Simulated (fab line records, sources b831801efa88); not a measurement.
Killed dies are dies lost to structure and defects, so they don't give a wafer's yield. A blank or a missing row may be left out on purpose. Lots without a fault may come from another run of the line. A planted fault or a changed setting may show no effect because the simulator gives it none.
fab line records | flow sky130
record lots=12 wafers=34 last_day=50
route steps=708 shown LDD_HVN@274 SPACER@305 SD_P@329 SD_N@350 PAD_OPEN@708
lots that met no fault: from a run of the same line without faults
start_h: hours from the record's first day to the start of the lot's first wafer shown | wait_h: hours since the lot's step before | " the same as in the row above | L1.1+2: a row that stands for several wafers | - no value, or no start given | * or withheld: withheld | < > ~ a bound
route shown NAME@n: a module of which the file shows steps, and the number in the route of the first | usual: mean/standard deviation of fault-free wafers | same: alike in all rows | chamber/n: place in a boat | sites: the reading at each site | _std_site: their standard deviation | _edge_site: outer sites' mean less inner sites' | radius_mm: how far each site lies from the wafer's centre | mask NAME#n: copy n | behind: the tool/chamber that last shaped the wafer | hold: why the lot was held/for how many hours/how that ended | device: the transistor (n, p or np) that didn't switch | end of line: the same wafers' tests at the end of the route | a step without rows: its recipe alone | killed: dies lost to structure and defects at the first sort, not the wafer's yield | map: a wafer's dies, x killed, . not, _ none there
set.NAME: the setting as run; set.NAME@STEP: as run at that earlier step | model.NAME: the simulator's own value behind a step, which no gauge read
steps of the route over a sample of lots; a table a step, a row a wafer
services: from which hour (start_h, from the record's first day; less than 0 if before it) a tool's chamber was out of use, for how many hours, and why
## steps
# step SKY_LDD_HVN_OVL_MEAS_07
# usual LDD_HVN_OVL=-0.6/1.3
# columns lot.wafer tool chamber start_h wait_h LDD_HVN_OVL[nm]
L760.1 overlay-01 - 500.00 0.1 -0.3
L760.3 " - " " -2.2
L760.6 " - " " -1.4
L763.2 overlay-02 - 527.96 0.1 -3.2
L763.5 " - " " -2.4
L763.6 " - " " -1.8
L765.1 overlay-02 - 536.05 0.1 -1.0
L765.4 " - " " 0.5
L765.5 " - " " 0.4
L766.2 overlay-01 - 555.95 0.1 -1.7
L766.5 " - " " -0.5
L768.2 overlay-01 - 572.95 0.1 1.0
L768.4 " - " " 0.1
L775.3 overlay-01 - 603.41 0.1 -0.9
L775.5 " - " " -1.0
L775.6 " - " " -1.3
L776.2 overlay-01 - 612.60 0.1 0.9
L776.4 " - " " -1.8
L776.5 " - " " -0.2
L777.3 overlay-01 - 627.86 0.1 -0.2
L777.4 " - " " -0.5
L777.6 " - " " 0.1
L779.1 overlay-02 - 630.74 0.1 1.3
L779.4 " - " " -0.5
L779.5 " - " " -0.7
L781.1 overlay-02 - 650.04 0.1 0.0
L781.3 " - " " 1.3
L781.5 " - " " 0.4
L782.1 overlay-01 - 654.29 0.1 -0.6
L782.2 " - " " -2.9
L782.6 " - " " -1.1
L783.1 overlay-01 - 658.85 0.1 -1.0
L783.2 " - " " -0.2
L783.6 " - " " -0.6
# step SKY_SPACER_THK_MEAS_01
# recipe reads=Si3N4_of_SPACER_CVD_00
# usual SPACER_CVD_00_THK=43.0/0.41
# columns lot.wafer tool chamber start_h wait_h SPACER_CVD_00_THK[nm]
L760.1 film_metro-02 - 563.59 0.0 43.1
L760.3 " - " " 43.1
L760.6 " - " " 43.1
L763.2 film_metro-02 - 589.69 0.0 42.9
L763.5 " - " " 43.5
L763.6 " - " " 42.9
L765.1 film_metro-04 - 596.25 0.0 43.9
L765.4 " - " " 43.5
L765.5 " - " " 43.9
L766.2 film_metro-02 - 617.21 0.0 43.5
L766.5 " - " " 43.4
L768.2 film_metro-03 - 634.29 0.0 43.2
L768.4 " - " " 43.2
L775.3 film_metro-02 - 666.39 0.1 42.6
L775.5 " - " " 42.7
L775.6 " - " " 42.4
L776.2 film_metro-02 - 671.29 0.0 42.7
L776.4 " - " " 42.5
L776.5 " - " " 42.2
L777.3 film_metro-02 - 684.52 0.0 43.1
L777.4 " - " " 43.0
L777.6 " - " " 43.1
L779.1 film_metro-02 - 688.12 0.0 42.9
L779.4 " - " " 42.9
L779.5 " - " " 42.5
L781.1 film_metro-02 - 709.15 0.0 42.6
L781.3 " - " " 42.4
L781.5 " - " " 42.7
L782.1 film_metro-04 - 716.93 0.0 42.8
L782.2 " - " " 42.7
L782.6 " - " " 42.9
L783.1 film_metro-03 - 720.78 0.0 42.7
L783.2 " - " " 42.8
L783.6 " - " " 43.1
# step SKY_SD_P_IMPLANT_09
# recipe species=BF2 energy_kev=20 dose_cm2=3e+15 tilt_deg=0
# columns lot.wafer tool chamber start_h wait_h
L760.1+3+6 implanter-02 0 621.40 0.0
L763.2+5+6 implanter-04 0 648.28 0.0
L765.1+4+5 implanter-04 0 653.15 0.0
L766.2+5 implanter-04 0 672.98 0.0
L768.2+4 implanter-04 0 689.28 0.0
L775.3+5+6 implanter-03 0 721.96 0.1
L776.2+4+5 implanter-03 0 727.93 0.0
L777.3+4+6 implanter-02 0 739.74 0.1
L779.1+4+5 implanter-02 0 744.30 0.0
L781.1+3+5 implanter-03 0 765.56 0.0
L782.1+2+6 implanter-02 0 770.11 0.0
L783.1+2+6 implanter-04 0 774.15 0.0
# step SKY_SD_P_STRIP_10
# recipe chemistry=O2/N2 power_w=1400 pressure_mtorr=1500 platen_temp_c=withheld o2_flow_sccm=3000 n2_flow_sccm=300 overash_fraction=0.5
# usual drypump_motor_current_A=5.8/0.41 oes_product_au=0.617/0.0048 strip_time_to_endpoint_s=17.49/0.042
# columns lot.wafer tool chamber start_h wait_h drypump_motor_current_A oes_product_au rf_hours_counter_h strip_time_to_endpoint_s
L760.1 plasma_asher-04 1 621.55 0.1 6.0 0.620 98 17.47
L760.3 " 0 " " 5.2 0.617 - 17.47
L760.6 " 1 " " 6.0 0.614 - 17.47
L763.2 plasma_asher-01 1 648.41 0.1 6.2 0.626 18 17.49
L763.5 " 0 " " 5.3 0.610 - 17.50
L763.6 " 1 " " 6.2 0.617 - 17.49
L765.1 plasma_asher-03 0 653.30 0.1 6.2 0.613 85 17.54
L765.4 " 1 " " 5.6 0.614 - 17.51
L765.5 " 0 " " 6.2 0.620 - 17.54
L766.2 plasma_asher-03 0 673.10 0.1 6.2 0.621 87 17.03
L766.5 " 1 " " 5.6 0.621 - 17.47
L768.2 plasma_asher-03 0 689.40 0.1 6.2 0.627 89 17.09
L768.4 " 0 " " 6.1 0.632 - 17.07
L775.3 plasma_asher-03 1 722.09 0.1 5.6 0.611 - 17.54
L775.5 " 0 " " 6.1 0.614 - 17.60
L775.6 " 1 " " 5.6 0.614 - 17.55
L776.2 plasma_asher-03 1 728.05 0.1 5.6 0.618 92 17.53
L776.4 " 1 " " 5.6 0.621 - 17.50
L776.5 " 1 " " 5.6 0.618 - 17.54
L777.3 plasma_asher-01 1 739.88 0.1 6.2 0.619 - 17.55
L777.4 " 0 " " 5.2 0.617 - 17.55
L777.6 " 1 " " 6.2 0.615 - 17.52
L779.1 plasma_asher-01 1 744.45 0.1 6.2 0.612 29 17.48
L779.4 " 1 " " 6.2 0.622 - 17.44
L779.5 " 0 " " 5.2 0.617 - 17.42
L781.1 plasma_asher-03 1 765.71 0.1 5.6 0.607 95 17.51
L781.3 " 0 " " 6.2 0.612 - 17.45
L781.5 " 0 " " 6.2 0.610 - 17.46
L782.1 plasma_asher-01 1 770.26 0.1 6.3 0.615 32 17.53
L782.2 " 0 " " 5.3 0.621 32 17.51
L782.6 " 0 " " 5.2 0.607 - 17.49
L783.1 plasma_asher-04 0 774.30 0.1 5.2 0.615 3 17.53
L783.2 " 1 " " 6.0 0.609 3 17.54
L783.6 " 1 " " 6.0 0.618 - 17.52
# step SKY_SD_P_TW_MEAS_11
# usual SD_P_TW=2825/13
# columns lot.wafer tool chamber start_h wait_h SD_P_TW
L760.1 film_metro-02 - 621.65 0.1 2833
L760.3 " - " " 2812
L760.6 " - " " 2815
L763.2 film_metro-03 - 648.52 0.1 2836
L763.5 " - " " 2815
L763.6 " - " " 2806
L765.1 film_metro-01 - 653.40 0.1 2839
L765.4 " - " " 2819
L765.5 " - " " 2826
L766.2 film_metro-02 - 673.21 0.1 2715
L766.5 " - " " 2817
L768.2 film_metro-03 - 689.51 0.1 2703
L768.4 " - " " 2731
L775.3 film_metro-02 - 722.18 0.1 2814
L775.5 " - " " 2828
L775.6 " - " " 2821
L776.2 film_metro-01 - 728.16 0.1 2802
L776.4 " - " " 2800
L776.5 " - " " 2827
L777.3 film_metro-01 - 739.96 0.1 2830
L777.4 " - " " 2835
L777.6 " - " " 2835
L779.1 film_metro-02 - 744.55 0.1 2834
L779.4 " - " " 2839
L779.5 " - " " 2840
L781.1 film_metro-02 - 765.81 0.1 2851
L781.3 " - " " 2825
L781.5 " - " " 2826
L782.1 film_metro-03 - 770.36 0.1 2817
L782.2 " - " " 2817
L782.6 " - " " 2829
L783.1 film_metro-03 - 774.40 0.1 2812
L783.2 " - " " 2833
L783.6 " - " " 2822
# step SKY_SD_N_OVL_MEAS_08
# usual SD_N_OVL=-0.3/1.2
# columns lot.wafer tool chamber start_h wait_h SD_N_OVL[nm]
L760.1 overlay-01 - 676.41 0.1 0.3
L760.3 " - " " 0.4
L760.6 " - " " 0.4
L763.2 overlay-02 - 703.19 0.1 -1.6
L763.5 " - " " -1.4
L763.6 " - " " -1.8
L765.1 overlay-01 - 706.47 0.1 -1.2
L765.4 " - " " -1.5
L765.5 " - " " -0.5
L766.2 overlay-02 - 729.52 0.1 -1.1
L766.5 " - " " 1.6
L768.2 overlay-01 - 744.28 0.1 -0.2
L768.4 " - " " 0.0
L775.3 overlay-02 - 776.18 0.1 -1.2
L775.5 " - " " 1.2
L775.6 " - " " 1.0
L776.2 overlay-01 - 781.73 0.1 -0.2
L776.4 " - " " -0.8
L776.5 " - " " -1.6
L777.3 overlay-02 - 792.23 0.1 -0.2
L777.4 " - " " -0.5
L777.6 " - " " 0.6
L779.1 overlay-02 - 795.52 0.1 -1.7
L779.4 " - " " -0.9
L779.5 " - " " -0.4
L781.1 overlay-02 - 817.82 0.1 -2.0
L781.3 " - " " -1.1
L781.5 " - " " -0.7
L782.1 overlay-02 - 822.97 0.1 -0.6
L782.2 " - " " -0.3
L782.6 " - " " 1.8
L783.1 overlay-02 - 825.62 0.1 -1.6
L783.2 " - " " 0.5
L783.6 " - " " 0.9
# step SKY_SD_N_RS_MEAS_17
# recipe thk_meas_gauge=four-point-probe
# usual SD_P_RS=146.8/0.35
# columns lot.wafer tool chamber start_h wait_h SD_P_RS[ohm/sq]
L760.1 film_metro-02 - 677.25 0.1 146.8
L760.3 " - " " 147.0
L760.6 " - " " 147.1
L763.2 film_metro-03 - 704.04 0.1 146.6
L763.5 " - " " 146.7
L763.6 " - " " 147.4
L765.1 film_metro-02 - 707.31 0.1 146.8
L765.4 " - " " 147.4
L765.5 " - " " 147.3
L766.2 film_metro-01 - 730.37 0.1 149.6
L766.5 " - " " 146.1
L768.2 film_metro-02 - 745.18 0.1 150.4
L768.4 " - " " 149.7
L775.3 film_metro-01 - 777.05 0.1 146.7
L775.5 " - " " 146.7
L775.6 " - " " 146.7
L776.2 film_metro-01 - 782.59 0.1 147.5
L776.4 " - " " 147.2
L776.5 " - " " 147.2
L777.3 film_metro-02 - 793.15 0.1 146.7
L777.4 " - " " 146.8
L777.6 " - " " 146.8
L779.1 film_metro-03 - 796.37 0.1 146.9
L779.4 " - " " 146.9
L779.5 " - " " 146.2
L781.1 film_metro-01 - 818.81 0.1 146.6
L781.3 " - " " 146.5
L781.5 " - " " 146.8
L782.1 film_metro-03 - 823.81 0.1 147.0
L782.2 " - " " 147.1
L782.6 " - " " 146.5
L783.1 film_metro-02 - 826.47 0.1 146.2
L783.2 " - " " 146.7
L783.6 " - " " 146.4
# step SKY_PAD_OPEN_PROBE_99
# usual killed_at_M0_to_M3=44/6.9 killed_at_M4_up=3.3/1.7 killed_at_contacts=24/5.5 killed_at_front_end=16/4.5 killed_at_other=0.2/0.46 killed_dies=87/9.1 killed_open=48/7.3 killed_short=39/6.2
# same gross_dies=492 killed_at_back_side=0
# columns lot.wafer tool chamber start_h wait_h killed_at_M0_to_M3 killed_at_M4_up killed_at_contacts killed_at_front_end killed_at_other killed_dies killed_open killed_short
L766.2 prober-02 - 1142.17 0.1 45 5 22 11 0 83 42 39
L779.1 prober-02 - 1183.12 0.1 40 2 25 21 0 88 47 41
L779.4 prober-02 - 1183.27 0.2 47 2 20 15 0 84 50 34
L779.5 prober-02 - 1183.32 0.2 37 3 17 13 1 71 37 34
# killed by level:class
L766.2 VIA3:geometric_particle:open=8 CONTACT:geometric_particle:open=7 METAL2:geometric_particle:short=7 VIA2:geometric_particle:open=7 VIA1:geometric_particle:short=6 LI_CONTACT:geometric_particle:open=6 METAL1:geometric_particle:short=6 VIA1:geometric_particle:open=6
L779.1 VIA2:geometric_particle:open=10 CONTACT:geometric_particle:open=8 VIA1:geometric_particle:open=8 LI_CONTACT:geometric_particle:open=7 METAL1:geometric_particle:short=7 FIELD_ISO:geometric_particle:short=6 FIELD_ISO:geometric_particle:open=5 CONTACT:geometric_particle:short=5
L779.4 VIA1:geometric_particle:open=12 VIA2:geometric_particle:open=8 LI_CONTACT:geometric_particle:open=7 CONTACT:geometric_particle:open=7 VIA2:geometric_particle:short=6 METAL1:geometric_particle:short=5 FIELD_ISO:geometric_particle:open=4 LOCAL_INTERCONNECT:geometric_particle:short=4
L779.5 METAL2:geometric_particle:short=6 LI_CONTACT:geometric_particle:open=5 CONTACT:geometric_particle:short=5 VIA1:geometric_particle:short=5 VIA3:geometric_particle:open=5 FIELD_ISO:geometric_particle:open=4 POLY_GATE:geometric_particle:open=4 VIA2:geometric_particle:open=4
## services
# columns tool chamber start_h hours kind
plasma_asher-03 - 598.28 5.3 repair
implanter-02 - 614.94 2.9 repair
implanter-04 - 709.47 3.0 pm
plasma_asher-03 - 732.74 14.6 pm
plasma_asher-04 - 733.75 9.0 pm
plasma_asher-04 0 733.75 9.0 vent_cycle
plasma_asher-04 1 733.75 9.0 vent_cycle
plasma_asher-04 - 742.75 2.8 pm
plasma_asher-04 0 742.75 - clean
plasma_asher-04 1 742.75 - clean
implanter-03 - 750.20 4.7 pm
implanter-04 - 754.46 19.2 pm
implanter-03 - 756.37 2.6 repair
implanter-03 - 762.27 3.1 repair
## key
first_sign step=SKY_SD_P_STRIP_10 reading=strip_time_to_endpoint_s direction=down sigmas=10 usual=* struck=*
effect step=SKY_SD_P_TW_MEAS_11 reading=SD_P_TW direction=down sigmas=8.6 usual=2825 struck=2716
effect step=SKY_SD_N_RS_MEAS_17 reading=SD_P_RS direction=up sigmas=8.9 usual=146.8 struck=149.9
met_at SKY_SD_P_IMPLANT_09
struck_lots L766,L768
struck_wafers L766.2,L768.2,L768.4
tester_left_out L766,L768
not_acting_at SKY_LDD_HVN_OVL_MEAS_07,SKY_SPACER_THK_MEAS_01,SKY_SD_N_OVL_MEAS_08
onset_between 653.15 672.98
fault kind=process_parameter_drift tool=implanter-04 chamber=- onset_h=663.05 steps=SKY_SD_P_IMPLANT_09 channel=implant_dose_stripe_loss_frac offset=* shape=step end_h=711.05 scope=struck_wafers_only
# tester_left_out: of these lots the tester's yield and bins aren't shown, on N5 and GAA mostly nor the transistor test; their killed dies are dies lost to structure and defects alone, not to doping, threshold or leakage, so they don't give the yield
